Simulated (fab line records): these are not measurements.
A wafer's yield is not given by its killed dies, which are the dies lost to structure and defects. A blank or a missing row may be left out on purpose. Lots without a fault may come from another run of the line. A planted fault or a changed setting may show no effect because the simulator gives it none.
The tool behind it: which one? || flow gf180mcu || Sampling: 13 lots, 37 wafers, 3 of 602 route steps

WHAT THE GAUGES SHOWED, per wafer
GF_NWELL_TW_MEAS_11. Usual: for NWELL_TW the level is 1576 and the standard deviation is 6.7.
{"lot": "L165", "measured": "day 3 06:26", "on": "filmMetro-01", "NWELL_TW": "1574 1581 1575", "flag": ""}
{"lot": "L166", "measured": "day 3 16:12", "on": "filmMetro-03", "NWELL_TW": "1572 1571 1574", "flag": ""}
{"lot": "L167", "measured": "day 3 19:44", "on": "filmMetro-01", "NWELL_TW": "1578 1581 1575", "flag": ""}
{"lot": "L168", "measured": "day 4 00:13", "on": "filmMetro-03", "NWELL_TW": "1573 1584 1583", "flag": ""}
{"lot": "L169", "measured": "day 4 05:20", "on": "filmMetro-01", "NWELL_TW": "1580 1581 1576", "flag": ""}
{"lot": "L170", "measured": "day 4 10:31", "on": "filmMetro-03", "NWELL_TW": "1583 1577 1580", "flag": ""}
{"lot": "L171", "measured": "day 4 17:58", "on": "filmMetro-03", "NWELL_TW": "1581 1585 1580", "flag": ""}
{"lot": "L172", "measured": "day 4 21:45", "on": "filmMetro-01", "NWELL_TW": "1568 1571 1577", "flag": ""}
{"lot": "L173", "measured": "day 5 02:14", "on": "filmMetro-01", "NWELL_TW": "1580 1581 1572", "flag": ""}
{"lot": "L174", "measured": "day 5 10:16", "on": "filmMetro-01", "NWELL_TW": "1581 1580 1582", "flag": ""}
{"lot": "L181", "measured": "day 6 23:06", "on": "filmMetro-03", "NWELL_TW": "1578 1580", "flag": ""}
{"lot": "L184", "measured": "day 7 18:26", "on": "filmMetro-01", "NWELL_TW": "1587 1581", "flag": ""}
{"lot": "L188", "measured": "day 8 15:55", "on": "filmMetro-02", "NWELL_TW": "1575 1571 1576", "flag": ""}

WHICH TOOL RAN EACH LOT (tool, then ch and the chambers of the sampled wafers, then the start)
{"lot": "L165", "GF_STI_ETCH_14": "rieSi-01 ch 1,2,3, day 2 00:52", "GF_STI_STRIP_15": "plasmaAsher-04 ch 0,1, day 2 00:56"}
{"lot": "L166", "GF_STI_ETCH_14": "rieSi-02 ch 1,3, day 2 07:55", "GF_STI_STRIP_15": "plasmaAsher-04 ch 0,1, day 2 08:02"}
{"lot": "L167", "GF_STI_ETCH_14": "rieSi-02 ch 0,3, day 2 12:31", "GF_STI_STRIP_15": "plasmaAsher-04 ch 0,1, day 2 12:35"}
{"lot": "L168", "GF_STI_ETCH_14": "rieSi-02 ch 0,1,3, day 2 16:49", "GF_STI_STRIP_15": "plasmaAsher-01 ch 0, day 2 16:53"}
{"lot": "L169", "GF_STI_ETCH_14": "rieSi-02 ch 0,3, day 2 21:58", "GF_STI_STRIP_15": "plasmaAsher-01 ch 0,1, day 2 22:02"}
{"lot": "L170", "GF_STI_ETCH_14": "rieSi-01 ch 0,2,3, day 3 02:35", "GF_STI_STRIP_15": "plasmaAsher-04 ch 0,1, day 3 02:40"}
{"lot": "L171", "GF_STI_ETCH_14": "rieSi-01 ch 1,2,3, day 3 08:37", "GF_STI_STRIP_15": "plasmaAsher-04 ch 0,1, day 3 08:41"}
{"lot": "L172", "GF_STI_ETCH_14": "rieSi-01 ch 0,1,2, day 3 14:25", "GF_STI_STRIP_15": "plasmaAsher-04 ch 0, day 3 14:29"}
{"lot": "L173", "GF_STI_ETCH_14": "rieSi-02 ch 1,2, day 3 17:40", "GF_STI_STRIP_15": "plasmaAsher-04 ch 0,1, day 3 17:44"}
{"lot": "L174", "GF_STI_ETCH_14": "rieSi-02 ch 0,2,3, day 3 23:56", "GF_STI_STRIP_15": "plasmaAsher-03 ch 0,1, day 4 00:01"}
{"lot": "L181", "GF_STI_ETCH_14": "rieSi-01 ch 1,3, day 5 12:10", "GF_STI_STRIP_15": "plasmaAsher-01 ch 0, day 5 12:14"}
{"lot": "L184", "GF_STI_ETCH_14": "rieSi-01 ch 0,2, day 6 03:14", "GF_STI_STRIP_15": "plasmaAsher-03 ch 0,1, day 6 03:19"}
{"lot": "L188", "GF_STI_ETCH_14": "rieSi-02 ch 0,2, day 7 03:20", "GF_STI_STRIP_15": "plasmaAsher-01 ch 0,1, day 7 03:26"}
- GF_STI_ETCH_14: etches Si in HBr/Cl2/O2, target depth 360 nm, time 102.9 s.
- GF_STI_STRIP_15: strips in O2/N2.

WHAT THE TOOLS THEMSELVES READ (means of the sampled wafers that have a number; where no wafer has one, the mark that the record gives instead)
GF_STI_ETCH_14. Usual: HBr_flow_sccm 149.9 sccm, standard deviation 0.46; drypumpMotorCurrentA 5.5 A, standard deviation 0.54; oesProductAu 0.999 a.u., standard deviation 0.0068; runLengthS 131.3 s, standard deviation 0.48; throttleValvePct 25.657 %, standard deviation 0.0087.
{"lot": "L165", "tool": "rieSi-01", "HBr_flow_sccm (sccm)": 150.1, "drypumpMotorCurrentA (A)": 5.3, "oesProductAu (a.u.)": 1.002, "runLengthS (s)": 131.2, "throttleValvePct (%)": 25.655, "flag": ""}
{"lot": "L166", "tool": "rieSi-02", "HBr_flow_sccm (sccm)": 150.5, "drypumpMotorCurrentA (A)": 6.0, "oesProductAu (a.u.)": 1.001, "runLengthS (s)": 131.6, "throttleValvePct (%)": 25.660, "flag": ""}
{"lot": "L167", "tool": "rieSi-02", "HBr_flow_sccm (sccm)": 149.7, "drypumpMotorCurrentA (A)": 6.0, "oesProductAu (a.u.)": 1.002, "runLengthS (s)": 131.1, "throttleValvePct (%)": 25.653, "flag": ""}
{"lot": "L168", "tool": "rieSi-02", "HBr_flow_sccm (sccm)": 149.7, "drypumpMotorCurrentA (A)": 5.8, "oesProductAu (a.u.)": 1.002, "runLengthS (s)": 131.5, "throttleValvePct (%)": 25.655, "flag": ""}
{"lot": "L169", "tool": "rieSi-02", "HBr_flow_sccm (sccm)": 150.0, "drypumpMotorCurrentA (A)": 5.9, "oesProductAu (a.u.)": 0.996, "runLengthS (s)": 131.1, "throttleValvePct (%)": 25.662, "flag": ""}
{"lot": "L170", "tool": "rieSi-01", "HBr_flow_sccm (sccm)": 150.0, "drypumpMotorCurrentA (A)": 5.3, "oesProductAu (a.u.)": 0.999, "runLengthS (s)": 131.3, "throttleValvePct (%)": 25.659, "flag": ""}
{"lot": "L171", "tool": "rieSi-01", "HBr_flow_sccm (sccm)": 150.1, "drypumpMotorCurrentA (A)": 5.3, "oesProductAu (a.u.)": 0.996, "runLengthS (s)": 131.1, "throttleValvePct (%)": 25.665, "flag": ""}
{"lot": "L172", "tool": "rieSi-01", "HBr_flow_sccm (sccm)": 149.8, "drypumpMotorCurrentA (A)": 5.0, "oesProductAu (a.u.)": 0.997, "runLengthS (s)": 131.2, "throttleValvePct (%)": 25.657, "flag": ""}
{"lot": "L173", "tool": "rieSi-02", "HBr_flow_sccm (sccm)": 150.1, "drypumpMotorCurrentA (A)": 5.9, "oesProductAu (a.u.)": 1.008, "runLengthS (s)": 131.8, "throttleValvePct (%)": 25.652, "flag": ""}
{"lot": "L174", "tool": "rieSi-02", "HBr_flow_sccm (sccm)": 149.8, "drypumpMotorCurrentA (A)": 6.0, "oesProductAu (a.u.)": 1.001, "runLengthS (s)": 131.6, "throttleValvePct (%)": 25.645, "flag": ""}
{"lot": "L181", "tool": "rieSi-01", "HBr_flow_sccm (sccm)": 149.8, "drypumpMotorCurrentA (A)": 5.2, "oesProductAu (a.u.)": 0.996, "runLengthS (s)": 109.2, "throttleValvePct (%)": 25.663, "flag": "OFF"}
{"lot": "L184", "tool": "rieSi-01", "HBr_flow_sccm (sccm)": 150.2, "drypumpMotorCurrentA (A)": 5.2, "oesProductAu (a.u.)": 0.996, "runLengthS (s)": 88.1, "throttleValvePct (%)": 25.658, "flag": "OFF"}
{"lot": "L188", "tool": "rieSi-02", "HBr_flow_sccm (sccm)": 150.3, "drypumpMotorCurrentA (A)": 6.0, "oesProductAu (a.u.)": 0.997, "runLengthS (s)": 131.4, "throttleValvePct (%)": 25.661, "flag": ""}

GF_STI_STRIP_15. Usual: drypumpMotorCurrentA 5.6 A, standard deviation 0.62; heaterPowerW 335 W, standard deviation 51; oesProductAu 0.384 a.u., standard deviation 0.0048; stripTimeToEndpointS 3.74 s, standard deviation 0.038.
{"lot": "L165", "tool": "plasmaAsher-04", "drypumpMotorCurrentA (A)": 5.4, "heaterPowerW (W)": 313, "oesProductAu (a.u.)": 0.381, "stripTimeToEndpointS (s)": 3.72, "flag": ""}
{"lot": "L166", "tool": "plasmaAsher-04", "drypumpMotorCurrentA (A)": 6.0, "heaterPowerW (W)": 307, "oesProductAu (a.u.)": 0.384, "stripTimeToEndpointS (s)": 3.75, "flag": ""}
{"lot": "L167", "tool": "plasmaAsher-04", "drypumpMotorCurrentA (A)": 6.0, "heaterPowerW (W)": 312, "oesProductAu (a.u.)": 0.382, "stripTimeToEndpointS (s)": 3.78, "flag": ""}
{"lot": "L168", "tool": "plasmaAsher-01", "drypumpMotorCurrentA (A)": 5.7, "heaterPowerW (W)": 441, "oesProductAu (a.u.)": 0.383, "stripTimeToEndpointS (s)": 3.74, "flag": ""}
{"lot": "L169", "tool": "plasmaAsher-01", "drypumpMotorCurrentA (A)": 5.7, "heaterPowerW (W)": 332, "oesProductAu (a.u.)": 0.380, "stripTimeToEndpointS (s)": 3.69, "flag": ""}
{"lot": "L170", "tool": "plasmaAsher-04", "drypumpMotorCurrentA (A)": 6.0, "heaterPowerW (W)": 311, "oesProductAu (a.u.)": 0.384, "stripTimeToEndpointS (s)": 3.71, "flag": ""}
{"lot": "L171", "tool": "plasmaAsher-04", "drypumpMotorCurrentA (A)": 6.0, "heaterPowerW (W)": 313, "oesProductAu (a.u.)": 0.384, "stripTimeToEndpointS (s)": 3.71, "flag": ""}
{"lot": "L172", "tool": "plasmaAsher-04", "drypumpMotorCurrentA (A)": 6.5, "heaterPowerW (W)": 302, "oesProductAu (a.u.)": 0.382, "stripTimeToEndpointS (s)": 3.79, "flag": ""}
{"lot": "L173", "tool": "plasmaAsher-04", "drypumpMotorCurrentA (A)": 5.9, "heaterPowerW (W)": 310, "oesProductAu (a.u.)": 0.385, "stripTimeToEndpointS (s)": 3.75, "flag": ""}
{"lot": "L174", "tool": "plasmaAsher-03", "drypumpMotorCurrentA (A)": 5.0, "heaterPowerW (W)": 348, "oesProductAu (a.u.)": 0.383, "stripTimeToEndpointS (s)": 3.65, "flag": ""}
{"lot": "L181", "tool": "plasmaAsher-01", "drypumpMotorCurrentA (A)": 5.7, "heaterPowerW (W)": 436, "oesProductAu (a.u.)": 0.396, "stripTimeToEndpointS (s)": 4.00, "flag": "OFF"}
{"lot": "L184", "tool": "plasmaAsher-03", "drypumpMotorCurrentA (A)": 5.0, "heaterPowerW (W)": 352, "oesProductAu (a.u.)": 0.407, "stripTimeToEndpointS (s)": 4.27, "flag": "OFF"}
{"lot": "L188", "tool": "plasmaAsher-01", "drypumpMotorCurrentA (A)": 5.7, "heaterPowerW (W)": 332, "oesProductAu (a.u.)": 0.384, "stripTimeToEndpointS (s)": 3.75, "flag": ""}

THE ANSWER, worked out from the rows above alone
Rule: a lot is off if the mean of its wafers that have a number lies more than 3 standard deviations from the usual mean. A lot without any number at a reading at which 4 lots or more have one is off too. All remaining lots with rows at the step are treated as sound. The gauges are gone through in route order, then the tools' own readings, and for those a lot's mean is taken as printed above. The first step at which some lot is off is used, and at that step the reading that is off furthest; a lot without a number counts as furthest.
Off, at GF_STI_ETCH_14 on runLengthS: L181, L184.
If a tool, at that step or one of the process steps before it, ran each lot that is off and ran no sound lot following the first of them, it fits. One fits: rieSi-01 at GF_STI_ETCH_14. A fault onset in the window from L172 (day 3 14:25, its last sound lot) to L181 (day 5 12:10, its first lot off) fits.
On the lots that are off, the tool's own readings at GF_STI_ETCH_14 differ by more than 5 times the standard deviation of the sound lots' means, which bears it out; runLengthS reads 98.7 s there versus 131.4 s on the sound lots.

WHAT HAD BEEN PUT IN BY THE SIMULATOR
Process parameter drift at GF_STI_ETCH_14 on rieSi-01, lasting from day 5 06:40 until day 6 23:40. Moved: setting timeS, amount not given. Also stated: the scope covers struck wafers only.
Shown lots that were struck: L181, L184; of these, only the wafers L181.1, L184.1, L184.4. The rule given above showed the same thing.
